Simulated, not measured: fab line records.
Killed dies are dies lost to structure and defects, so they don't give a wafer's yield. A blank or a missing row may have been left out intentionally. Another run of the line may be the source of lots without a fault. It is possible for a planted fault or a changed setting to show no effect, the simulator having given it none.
A lot that was struck, set against a sound lot    flow sky130    16 out of 708 route steps
Sound: the wafers L286.2, L286.4, L286.5. Struck: wafer L301.3. At the end, the cause is stated.
For every step that has rows: the tool of each side, followed by ch and its chambers, followed by its first start. Under that, the readings that differ: sound wafers    struck wafers    difference of the means    sigmas: that difference in standard deviations of wafers without a fault.
alike: readings with means less than 2 such deviations apart, plus words and numbers identical on both sides. not compared: withheld readings, readings lacking a value on some wafer, bounds such as >300 that could conceal the same value, and numbers that have no deviation in the record and whose values overlap.
Wherever a step has rows on one side only, a row that says differs or no value, or a row with sigmas, the two part there. Numbers that have no deviation but don't overlap get no sigmas and don't part them. A reading missing from all wafers of one side parts the sides only when that side holds two or more wafers.

first, 2 steps without rows for these wafers: SKY_METAL4_PEB_11; SKY_METAL4_DEVELOP_12 (develop time 60 s).
SKY_METAL4_CD_MEAS_13: the cd target is 300 nm.
  sound on cd-sem-02 at day 44 12:23; struck on cd-sem-02 at day 47 15:22
  alike: cd-nm
SKY_METAL4_OVL_MEAS_14:
  sound on overlay-02 at day 44 12:29; struck on overlay-02 at day 47 15:27
  alike: METAL4_OVL
SKY_METAL4_DESCUM_15: chemistry O2, time 8 s.
  sound on rie-metal-03 ch 1, day 44 12:31; struck on rie-metal-04 ch 1, day 47 15:29
  alike: drypump-motor-current-A, oes-product-au
  not compared: rf-hours-counter-h
SKY_METAL4_ETCH_16: etches BARC in N2/H2, stops on SiO2, time 88.2 s, target depth 60 nm.
  sound on rie-metal-03 ch 1, day 44 12:33; struck on rie-metal-04 ch 1, day 47 15:32
  alike: drypump-motor-current-A, oes-product-au, throttle-valve-pct
  not compared: rf-hours-counter-h
SKY_METAL4_ETCH_17: etches SiO2 in C4F8/O2/Ar, stops on TiN, time 3.9 s, target depth 15 nm.
  sound on rie-diel-01 ch 0,1,3, day 44 12:39; struck on rie-diel-03 ch 1, day 47 15:36
  alike: oes-product-au
  not compared: rf-hours-counter-h
SKY_METAL4_METAL_ETCH_18: etches the open film in Cl2/BCl3, stops on SiO2, target depth 845 nm, time 183.1 s.
  sound on rie-metal-04 ch 0,1, day 44 12:40; struck on rie-metal-02 ch 0, day 47 15:41
reading                      sound        struck  difference  sigmas
drypump-motor-current-A (A)  6.1 6.0 5.9  5.0     -1.0        -3
  alike: bcl3-flow-sccm, oes-product-au, throttle-valve-pct
  not compared: rf-hours-counter-h
SKY_METAL4_STRIP_19: strips in O2/N2.
  sound on plasma-asher-03 ch 0,1, day 44 12:51; struck on plasma-asher-02 ch 0, day 47 15:50
reading                       sound              struck  difference  sigmas
drypump-motor-current-A (A)   6.2 5.7 6.1        4.8     -1.2        -3
oes-product-au (a.u.)         0.504 0.504 0.501  0.518   +0.015      +3
strip-time-to-endpoint-s (s)  6.49 6.57 6.64     6.72    +0.15       +2
  not compared: rf-hours-counter-h
then, 3 steps without rows for these wafers: SKY_METAL4_STRIP_20 (strips in post etch residue remover, time 1200 s); SKY_METAL4_CLEAN_21 (cleans in IPA, time 180 s); SKY_METAL4_CLEAN_22 (cleans in O3/DIW).
SKY_VIA4_HDPCVD_00: deposits SiO2, target thk 1750 nm, time 291.7 s.
  sound on hdpcvd-01 ch 1,2, day 44 13:26; struck on hdpcvd-01 ch 2, day 47 16:24
reading                                   sound           struck  difference  sigmas
model.SiO2_of_VIA4_HDPCVD_00.thk-nm (nm)  1753 1745 1766  3418    +1663       
SKY_VIA4_THK_MEAS_01:
  sound on film-metro-03 at day 44 13:38; struck on film-metro-02 at day 47 16:49
reading               sound           struck  difference  sigmas
VIA4_HDPCVD_THK (nm)  1752 1745 1766  3418    +1664       +98
then, 1 step without rows for these wafers: SKY_VIA4_CMP_02 (polishes SiO2).
-- the record jumps here: 3 days lie between the struck wafers' starts before and after (it left off in module VIA4 and takes up again in module PAD_OPEN, whose first step shown is number 708 of the route) --
SKY_PAD_OPEN_PROBE_99:
  sound on prober-02 at day 48 04:17; struck on prober-02 at day 50 21:06
reading                                  sound               struck  difference  sigmas
model.etest.tip-p.rs-ohm-sq              6946 6916 7013      3989    -2969       
model.etest.pfet_01v8.r-on-ohm-um        3011 2949 2985      2655    -327        
model.etest.pfet_01v8.drive-ua-um        181.6 188.7 186.8   216.5   +30.8       
model.etest.pfet_01v8_hvt.drive-ua-um    134.7 140.8 137.8   160.5   +22.7       
model.etest.sram-pfet-latch.drive-ua-um  132.6 140.1 138.2   161.4   +24.4       
model.etest.pfet_01v8_mvt.drive-ua-um    146.3 149.6 146.4   161.2   +13.8       
model.etest.pfet_01v8_lvt.drive-ua-um    172.2 174.3 172.1   181     +8          
model.etest.pfet_01v8.off-log10-a-um     -10.3 -9.938 -10.1  -8.348  +1.765      
  alike: killed_at_M0_to_M3, killed_at_M4_up, killed-at-contacts, killed-at-front-end, killed-at-other, killed-dies, killed-open, killed-short

WHERE THEY PART
Last at SKY_VIA4_THK_MEAS_01 as far as this record goes, first at SKY_METAL4_METAL_ETCH_18. Later steps at which nothing parts them and some readings are alike: SKY_PAD_OPEN_PROBE_99.

WHY: whatever the simulator had introduced
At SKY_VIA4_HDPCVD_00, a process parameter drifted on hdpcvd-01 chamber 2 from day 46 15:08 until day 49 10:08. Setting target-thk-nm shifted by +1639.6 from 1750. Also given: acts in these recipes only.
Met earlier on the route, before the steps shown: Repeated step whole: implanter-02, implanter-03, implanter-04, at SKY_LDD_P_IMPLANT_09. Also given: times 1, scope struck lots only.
